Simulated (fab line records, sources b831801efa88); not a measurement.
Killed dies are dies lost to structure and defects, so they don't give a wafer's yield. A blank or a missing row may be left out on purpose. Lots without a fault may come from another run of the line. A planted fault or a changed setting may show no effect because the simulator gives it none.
A struck lot beside a sound one | flow sky130 | 43 steps out of a route of 708
Sound: wafers L843.1, L843.2, L843.3. Struck: wafers L856.1, L856.2, L856.3. The cause comes at the end.
At each step with rows: each side's tool, then ch and its chambers, then its first start. Under that, the readings that differ: sound wafers | struck wafers | difference of the means | sigmas: that difference in standard deviations of wafers without a fault.
alike: readings whose means differ by less than 2 such deviations, and words and numbers that are the same on both sides. not compared: withheld readings, readings that some wafer has no value for, bounds like >300 that may hide the same value, and numbers for which the record gives no deviation and whose values overlap.
The two part at a step that has a row with sigmas, a row that says differs or no value, or rows on one side only. Numbers that don't overlap but have no deviation are shown without sigmas and don't part them. A reading that every wafer of one side lacks parts them only if that side has two wafers or more.

SKY_LDD_HVP_OVL_MEAS_07:
  sound on overlay-01, day 22 08:48; struck on overlay-02, day 27 04:25
  alike: LDD_HVP_OVL
then, 1 step without rows for these wafers: SKY_LDD_HVP_IMPLANT_08.
SKY_LDD_HVP_STRIP_09: strips in O2/N2.
  sound on plasma_asher-01 ch 0,1, day 22 08:59; struck on plasma_asher-03 ch 0,1, day 27 04:37
  alike: drypump_motor_current_A, oes_product_au, strip_time_to_endpoint_s
  not compared: rf_hours_counter_h
SKY_LDD_HVP_TW_MEAS_10:
  sound on film_metro-04, day 22 09:05; struck on film_metro-04, day 27 04:43
  alike: LDD_HVP_TW
then, 7 steps without rows for these wafers: SKY_LDD_LDN_DEHYDRATE_00 (time 60 s); SKY_LDD_LDN_HMDS_01 (prime time 60 s); SKY_LDD_LDN_COAT_02 (resist thk 1140 nm); SKY_LDD_LDN_SOFTBAKE_03 (time 60 s); SKY_LDD_LDN_EXPOSE_04 (exposes mask LDNTM, target cd 700 nm); SKY_LDD_LDN_PEB_05; SKY_LDD_LDN_DEVELOP_06 (develop time 60 s).
SKY_LDD_LDN_OVL_MEAS_07:
  sound on overlay-02, day 23 15:16; struck on overlay-02, day 28 08:09
  alike: LDD_LDN_OVL
SKY_LDD_LDN_IMPLANT_08:
  sound on implanter-04 ch 0, day 23 15:19; struck on implanter-01 ch 0, day 28 08:11
then, 3 steps without rows for these wafers: SKY_LDD_LDN_IMPLANT_09; SKY_LDD_LDN_IMPLANT_10; SKY_LDD_LDN_IMPLANT_11.
SKY_LDD_LDN_STRIP_12: strips in O2/N2.
  sound on plasma_asher-04 ch 0,1, day 23 15:55; struck on plasma_asher-04 ch 0,1, day 28 08:47
  alike: drypump_motor_current_A, oes_product_au, strip_time_to_endpoint_s
  not compared: rf_hours_counter_h
SKY_LDD_LDN_TW_MEAS_13:
  sound on film_metro-03, day 23 16:01; struck on film_metro-01, day 28 08:53
  alike: LDD_LDN_TW
then, 2 steps without rows for these wafers: SKY_LDD_LDN_CLEAN_14 (cleans in SC1/SC2, time 150 s); SKY_SPACER_CVD_00 (deposits Si3N4 from DCS/NH3, target thk 43.1 nm, time 740 s).
SKY_SPACER_THK_MEAS_01:
  sound on film_metro-02, day 23 18:30; struck on film_metro-02, day 28 10:34
  alike: SPACER_CVD_00_THK
SKY_SPACER_ETCHBACK_02: etches Si3N4 in CH3F/O2, stops on SiO2, time 46.7 s, target depth 45 nm.
  sound on rie_diel-03 ch 0,1,3, day 23 18:34; struck on rie_diel-01 ch 1,2,3, day 28 10:38
  alike: drypump_motor_current_A, oes_product_au, throttle_valve_pct
  not compared: rf_hours_counter_h
then, 8 steps without rows for these wafers: SKY_POLY_CUT_DEHYDRATE_00 (time 60 s); SKY_POLY_CUT_HMDS_01 (prime time 60 s); SKY_POLY_CUT_COAT_02 (resist thk 60 nm); SKY_POLY_CUT_COAT_03 (resist thk 450 nm); SKY_POLY_CUT_SOFTBAKE_04 (time 90 s); SKY_POLY_CUT_EXPOSE_05 (exposes mask NPCM, target cd 270 nm); SKY_POLY_CUT_PEB_06; SKY_POLY_CUT_DEVELOP_07 (develop time 60 s).
SKY_POLY_CUT_CD_MEAS_08: target cd 270 nm.
  sound on cd_sem-02, day 25 00:03; struck on cd_sem-02, day 29 14:58
  alike: cd_nm
SKY_POLY_CUT_OVL_MEAS_09:
  sound on overlay-01, day 25 00:10; struck on overlay-02, day 29 15:05
  alike: POLY_CUT_OVL
SKY_POLY_CUT_ETCH_10: etches BARC in N2/H2, stops on SiO2, time 45.9 s, target depth 60 nm.
  sound on rie_diel-02 ch 1,2,3, day 25 00:12; struck on rie_diel-04 ch 0,1,3, day 29 15:07
  alike: drypump_motor_current_A, oes_product_au, throttle_valve_pct
  not compared: rf_hours_counter_h
then, 1 step without rows for these wafers: SKY_POLY_CUT_ETCH_11 (etches Si3N4 in CF4/CH2F2/Ar, stops on poly-Si, time 42.5 s, target depth 60 nm).
SKY_POLY_CUT_STRIP_12: strips in O2/N2.
  sound on plasma_asher-04 ch 0,1, day 25 00:17; struck on plasma_asher-04 ch 0,1, day 29 15:11
  alike: drypump_motor_current_A, oes_product_au, strip_time_to_endpoint_s
  not compared: rf_hours_counter_h
then, 7 steps without rows for these wafers: SKY_SD_P_DEHYDRATE_00 (time 60 s); SKY_SD_P_HMDS_01 (prime time 60 s); SKY_SD_P_COAT_02 (resist thk 1140 nm); SKY_SD_P_SOFTBAKE_03 (time 60 s); SKY_SD_P_EXPOSE_04 (exposes mask PSDM, target cd 380 nm); SKY_SD_P_PEB_05; SKY_SD_P_DEVELOP_06 (develop time 60 s).
-- the record jumps here: 20 days lie between the struck wafers' starts before and after (it left off in module SD_P and takes up again in module PAD_OPEN, whose first step shown is number 708 of the route) --
SKY_PAD_OPEN_PROBE_99:
  sound on prober-02, day 46 10:34; struck on prober-01, day 49 13:55
  reading                                           | sound                | struck               | difference | sigmas
  model.etest.diode_nwell_sub.leak_log10_a_cm2      | -6.908 -7.271 -7.398 | -6.259 -6.163 -6.088 | +1.022     |
  model.etest.diode_dnwell_sub.leak_log10_a_cm2     | -7.133 -7.446 -7.187 | -5.888 -6.153 -6.263 | +1.154     |
  model.etest.diode_pwell_dnwell.leak_log10_a_cm2   | -7.554 -7.418 -7.511 | -6.387 -6.599 -6.652 | +0.948     |
  model.etest.diode_ndiff_pwell_hv.leak_log10_a_cm2 | -6.563 -6.597 -6.693 | -6.002 -6.09 -6.222  | +0.513     |
  model.etest.diode_pdiff_nwell_hv.leak_log10_a_cm2 | -6.736 -6.509 -6.577 | -6.05 -6.24 -6.302   | +0.41      |
  model.etest.diode_ndiff_pwell.leak_log10_a_cm2    | -7.262 -7.146 -7.537 | -7.093 -6.753 -6.644 | +0.485     |
  model.etest.diode_pdiff_nwell.leak_log10_a_cm2    | -7.495 -7.539 -7.051 | -6.781 -6.831 -6.756 | +0.572     |
  model.etest.nfet_16v.off_log10_a_um               | -13.86 -13.92 -13.77 | -13.32 -13.25 -13.34 | +0.55      |
  alike: killed_at_M0_to_M3, killed_at_M4_up, killed_at_contacts, killed_at_front_end, killed_at_other, killed_dies, killed_open, killed_short

WHERE THEY PART
Nowhere in this record.

WHY: what the simulator had put in
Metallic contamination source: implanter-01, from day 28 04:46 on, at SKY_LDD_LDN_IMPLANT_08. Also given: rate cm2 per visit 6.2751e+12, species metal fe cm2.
